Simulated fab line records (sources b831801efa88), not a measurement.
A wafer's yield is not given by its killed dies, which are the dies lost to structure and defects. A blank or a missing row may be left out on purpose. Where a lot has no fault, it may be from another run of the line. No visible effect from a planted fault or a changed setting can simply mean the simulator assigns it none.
The same fault as seen by 2 desks | flow gf180mcu | what lay behind the numbers comes last; until then each desk has only its own

== AT THE TOOL OWNER'S DESK: implanter-01 ==
For each lot that ran on this tool, the mean over its sampled wafers that have a number, from the tool's own readings at GF_HV_LDD_IMPLANT_09. The brackets show how far a lot's mean lies from the usual mean; more than 4 standard deviations puts the lot out of limits, marked OUT.
Columns: A = beam-on-s at GF_HV_LDD_IMPLANT_09, usual 9.98 s
lot  | first seen here | A
L461 | day 10 21:41    | 10.13
L463 | day 11 16:29    | 9.86
L464 | day 11 22:17    | 9.91
L465 | day 12 08:57    | 9.83
Finding of this desk: none of the 4 lots has anything out of limits.

== METROLOGY DESK ==
Lot by lot, what the gauges showed, no matter which tool ran the lot: averages of those sampled wafers that carry a number. The brackets show how far a lot's mean lies from the usual mean; more than 4 standard deviations puts the lot out of limits, marked OUT.
Columns: A = STI_CVD_03_THK at GF_STI_THK_MEAS_04, usual 207.3 nm; B = STI_CVD_23_THK at GF_STI_THK_MEAS_24, usual 647 nm; C = HV_LDD_TW at GF_HV_LDD_TW_MEAS_11, usual 2406; D = HV_LDD_RS at GF_HV_LDD_RS_MEAS_53, usual 417.5 ohm/sq; E = PSD_RS at GF_PSD_RS_MEAS_15, usual 108.4 ohm/sq
lot  | first seen here | A     | B   | C               | D               | E
L458 | day 1 13:37     | 211.2 | 652 | 2401            | 418.3           | 108.5
L459 | day 1 18:34     | 204.0 | 643 | 2398            | 417.7           | 108.4
L460 | day 2 01:25     | 205.6 | 645 | 2387            | 417.7           | 108.5
L461 | day 2 05:34     | 205.9 | 639 | 2390            | 418.1           | 108.2
L463 | day 2 14:37     | 204.5 | 652 | 2414            | 418.6           | 108.9
L464 | day 2 20:34     | 209.2 | 647 | 2271 (-10) OUT  | 454.1 (+38) OUT | 108.2
L465 | day 3 01:10     | 207.1 | 654 | 2288 (-9.1) OUT | 454.4 (+38) OUT | 108.5
L468 | day 3 15:44     | 210.1 | 647 | 2380            | 418.8           | 108.5
L471 | day 4 06:35     | 206.4 | 654 | 2422            | 416.4           | 108.4
L475 | day 5 03:21     | 207.8 | 649 | 2413            | 416.1           | 108.5
L478 | day 5 19:18     | 209.9 | 642 | 2414            | 416.9           | 109.1
L479 | day 5 22:34     | 208.4 | 646 | 2417            | 417.8           | 108.9
L481 | day 6 08:34     | 210.6 | 650 | 2399            | 417.6           | 108.3
This desk reports L464, L465 out of limits; the earliest was L464 at day 11 22:31 (HV_LDD_TW at GF_HV_LDD_TW_MEAS_11). In limits: L458, L459, L460, L461, L463, L468, L471, L475, L478, L479, L481.

== ALL TOGETHER ==
Metrology desk: alarm possible at day 11 22:31 on L464, L465.
The tool owner's desk saw nothing out of limits.
The tool owner's desk has L464, L465 on record, within its limits.
Of the lots named, all ran GF_HV_LDD_IMPLANT_09 on implanter-01.

== WHAT WAS PUT IN BY THE SIMULATOR ==
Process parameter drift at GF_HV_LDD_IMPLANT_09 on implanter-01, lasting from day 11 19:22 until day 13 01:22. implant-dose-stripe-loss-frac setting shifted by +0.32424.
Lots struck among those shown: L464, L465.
Hours from the fault's start to each desk's first reading out of limits: the metrology desk, 3.
